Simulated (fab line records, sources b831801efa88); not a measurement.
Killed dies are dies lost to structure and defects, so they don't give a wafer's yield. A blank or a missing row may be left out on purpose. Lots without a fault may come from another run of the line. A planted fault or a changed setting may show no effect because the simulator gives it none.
fab line records | flow sfq_line
record lots=14 wafers=40 last_day=85
route steps=325 shown M7@282
lots that met no fault: from a run of the same line without faults
start_h: hours from the record's first day to the start of the lot's first wafer shown | wait_h: hours since the lot's step before | " the same as in the row above | L1.1+2: a row that stands for several wafers | - no value, or no start given | * or withheld: withheld | < > ~ a bound
route shown NAME@n: a module of which the file shows steps, and the number in the route of the first | usual: mean/standard deviation of fault-free wafers | same: alike in all rows | chamber/n: place in a boat | sites: the reading at each site | _std_site: their standard deviation | _edge_site: outer sites' mean less inner sites' | radius_mm: how far each site lies from the wafer's centre | mask NAME#n: copy n | behind: the tool/chamber that last shaped the wafer | hold: why the lot was held/for how many hours/how that ended | device: the transistor (n, p or np) that didn't switch | end of line: the same wafers' tests at the end of the route | a step without rows: its recipe alone | killed: dies lost to structure and defects at the first sort, not the wafer's yield | map: a wafer's dies, x killed, . not, _ none there
set.NAME: the setting as run; set.NAME@STEP: as run at that earlier step | model.NAME: the simulator's own value behind a step, which no gauge read
steps of the route over a sample of lots; a table a step, a row a wafer
services: from which hour (start_h, from the record's first day; less than 0 if before it) a tool's chamber was out of use, for how many hours, and why
## steps
# step SFQ_TRILAYER_M7_DEP_SPUTTER_175
# recipe material=Nb base_pressure_pa=1.33e-06 chamber_pressure_pa=0.1333 substrate_temp_c=20 target_thk_nm=200 power_w=2000 time_s=133.3
# usual throttle_valve_pct=29.3/0.91
# columns lot.wafer tool chamber start_h wait_h throttle_valve_pct
L828.1 pvd_sputter-05 - 1636.31 0.0 28.4
L828.2 " - " " 28.7
L828.3 " - " " 29.6
L829.2 pvd_sputter-06 - 1639.22 0.0 29.3
L829.4 " - " " 27.8
L829.6 " - " " 30.2
L831.1 pvd_sputter-04 - 1653.42 0.0 27.8
L831.3 " - " " 29.7
L831.6 " - " " 27.8
L832.1 pvd_sputter-05 - 1654.90 0.0 28.6
L832.2 " - " " 29.9
L832.5 " - " " 28.7
L834.1 pvd_sputter-05 - 1752.89 0.0 28.8
L834.3 " - " " 30.0
L834.5 " - " " 29.7
L835.1 pvd_sputter-06 - 1757.69 0.0 29.9
L835.4 " - " " 27.6
L835.6 " - " " 27.9
L837.1 pvd_sputter-05 - 1805.63 0.0 29.5
L837.2 " - " " 28.6
L837.3 " - " " 29.9
L838.2 pvd_sputter-04 - 1812.83 0.0 29.8
L838.3 " - " " 31.0
L838.6 " - " " 27.7
L839.2 pvd_sputter-05 - 1815.83 0.0 29.7
L839.3 " - " " 29.6
L839.4 " - " " 28.6
L840.2 pvd_sputter-04 - 1819.68 0.0 31.2
L840.3 " - " " 29.8
L840.4 " - " " 29.5
L842.3 pvd_sputter-06 - 1824.48 0.0 29.6
L842.4 " - " " 30.1
L842.6 " - " " 30.0
L843.1 pvd_sputter-04 - 1827.48 0.0 27.9
L843.4 " - " " 29.7
L846.1 pvd_sputter-04 - 1835.28 0.0 30.0
L846.3 " - " " 27.7
L850.2 pvd_sputter-05 - 1844.88 0.0 29.8
L850.4 " - " " 28.6
L850.5 " - " " 28.8
# step SFQ_M7_RS_MEAS_943
# recipe thk_meas_gauge=four-point-probe reads=Nb_of_TRILAYER_M7_DEP_SPUTTER_175
# usual M7_NB_RS=0.892/0.013
# columns lot.wafer tool chamber start_h wait_h M7_NB_RS[ohm/sq]
L828.1 film_metro-03 - 1636.40 0.0 0.892
L828.2 " - " " 0.880
L828.3 " - " " 0.892
L829.2 film_metro-04 - 1639.33 0.1 0.899
L829.4 " - " " 0.912
L829.6 " - " " 0.908
L831.1 film_metro-01 - 1653.51 0.0 0.883
L831.3 " - " " 0.884
L831.6 " - " " 0.879
L832.1 film_metro-04 - 1654.99 0.0 0.862
L832.2 " - " " 0.875
L832.5 " - " " 0.869
L834.1 film_metro-03 - 1752.98 0.0 0.882
L834.3 " - " " 0.886
L834.5 " - " " 0.902
L835.1 film_metro-03 - 1757.78 0.0 0.876
L835.4 " - " " 0.890
L835.6 " - " " 0.888
L837.1 film_metro-03 - 1805.72 0.0 0.890
L837.2 " - " " 0.883
L837.3 " - " " 0.894
L838.2 film_metro-03 - 1812.94 0.1 0.881
L838.3 " - " " 0.866
L838.6 " - " " 0.879
L839.2 film_metro-01 - 1815.94 0.1 0.927
L839.3 " - " " 0.919
L839.4 " - " " 0.909
L840.2 film_metro-03 - 1819.79 0.1 0.885
L840.3 " - " " 0.909
L840.4 " - " " 0.895
L842.3 film_metro-03 - 1824.61 0.1 0.886
L842.4 " - " " 0.888
L842.6 " - " " 0.886
L843.1 film_metro-03 - 1827.57 0.0 0.875
L843.4 " - " " 0.823
L846.1 film_metro-03 - 1835.37 0.0 0.904
L846.3 " - " " 0.814
L850.2 film_metro-04 - 1844.99 0.1 0.898
L850.4 " - " " 0.910
L850.5 " - " " 0.888
# step SFQ_TRILAYER_M7_ETCH_METAL_ETCH_180
# recipe target=Nb stop_on=SiO2 mask_material=PR chemistry=Cl2/Ar target_depth_nm=240 icp_w=600 bias_w=80 pressure_mtorr=10 time_s=120
# usual drypump_motor_current_A=5.67/0.25 oes_product_au=0.893/0.0084
# columns lot.wafer tool chamber start_h wait_h drypump_motor_current_A oes_product_au rf_hours_counter_h
L828.1 rie_metal-02 0 1639.05 0.0 5.45 0.890 117
L828.2 " 1 " " 6.20 0.898 139
L828.3 " 0 " " 5.46 0.891 -
L829.2 rie_metal-01 0 1641.84 0.0 5.56 0.887 48
L829.4 " 0 " " 5.56 0.887 -
L829.6 " 0 " " 5.55 0.885 -
L831.1 rie_metal-02 0 1656.04 0.0 5.45 0.896 119
L831.3 " 1 " " 6.21 0.898 -
L831.6 " 0 " " 5.44 0.903 -
L832.1 rie_metal-04 0 1657.52 0.0 5.68 0.912 51
L832.2 " 1 " " 5.56 0.904 82
L832.5 " 0 " " 5.69 0.907 -
L834.1 rie_metal-04 0 1826.59 0.0 5.69 0.894 69
L834.3 " 0 " " 5.72 0.894 -
L834.5 " 1 " " 5.55 0.884 -
L835.1 rie_metal-04 0 1830.19 0.0 5.69 0.905 70
L835.4 " 1 " " 5.57 0.892 -
L835.6 " 0 " " 5.69 0.895 -
L837.1 rie_metal-04 1 1843.39 0.0 5.53 0.892 99
L837.2 " 0 " " 5.71 0.896 71
L837.3 " 0 " " 5.71 0.894 -
L838.2 rie_metal-02 1 1846.99 0.0 6.21 0.891 15
L838.3 " 0 " " 5.41 0.907 -
L838.6 " 0 " " 5.44 0.907 -
L839.2 rie_metal-04 1 1849.39 0.0 5.53 0.874 100
L839.3 " 1 " " 5.52 0.871 -
L839.4 " 0 " " 5.71 0.890 -
L840.2 rie_metal-04 0 1851.79 0.0 5.67 0.896 73
L840.3 " 0 " " 5.66 0.886 -
L840.4 " 1 " " 5.54 0.895 -
L842.3 rie_metal-02 0 1855.43 0.1 5.44 0.896 -
L842.4 " 1 " " 6.21 0.898 -
L842.6 " 0 " " 5.43 0.897 -
L843.1 rie_metal-04 0 1856.59 0.0 5.72 0.904 74
L843.4 " 1 " " 5.55 0.937 -
L846.1 rie_metal-04 0 1861.39 0.0 5.74 0.894 75
L846.3 " 0 " " 5.72 0.943 -
L850.2 rie_metal-01 0 1868.69 0.1 5.59 0.897 -
L850.4 " 0 " " 5.58 0.877 -
L850.5 " 0 " " 5.59 0.888 -
## services
# columns tool chamber start_h hours kind
pvd_sputter-06 - 1684.52 4.4 repair
pvd_sputter-06 - 1690.57 13.2 repair
rie_metal-04 - 1702.26 0.6 repair
pvd_sputter-05 - 1702.45 1.7 repair
rie_metal-02 1 1702.96 3.2 repair
rie_metal-04 1 1703.46 21.6 repair
pvd_sputter-06 - 1713.89 10.1 repair
rie_metal-02 1 1714.46 - clean
rie_metal-02 1 1714.46 - consumable_replace:focus_ring
rie_metal-02 1 1714.46 14.2 scheduled_down
rie_metal-02 1 1714.46 14.2 vent_cycle
rie_metal-04 - 1724.32 2.8 pm
rie_metal-02 - 1750.33 0.9 repair
rie_metal-04 - 1781.05 1.9 repair
rie_metal-02 1 1786.41 3.2 repair
rie_metal-04 - 1788.67 4.2 repair
rie_metal-02 0 1813.65 - clean
rie_metal-02 0 1813.65 - consumable_replace:focus_ring
rie_metal-02 0 1813.65 27.7 scheduled_down
rie_metal-02 0 1813.65 27.7 vent_cycle
rie_metal-01 - 1823.46 15.6 pm
rie_metal-01 - 1839.95 2.8 pm
pvd_sputter-04 - 1851.62 14.5 repair
rie_metal-01 1 1864.18 15.2 repair
## key
first_sign step=SFQ_M7_RS_MEAS_943 reading=M7_NB_RS direction=down sigmas=5.8 usual=0.892 struck=0.819
effect step=SFQ_TRILAYER_M7_ETCH_METAL_ETCH_180 reading=oes_product_au direction=up sigmas=5.6 usual=0.893 struck=0.940
met_at SFQ_TRILAYER_M7_DEP_SPUTTER_175
struck_lots L843,L846
struck_wafers L843.4,L846.3
onset_between 1819.68 1827.48
fault kind=process_parameter_drift tool=pvd_sputter-04 chamber=- onset_h=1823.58 steps=SFQ_TRILAYER_M7_DEP_SPUTTER_175 channel=time_s offset=* shape=step end_h=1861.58 scope=struck_wafers_only acts_in=* stated=*
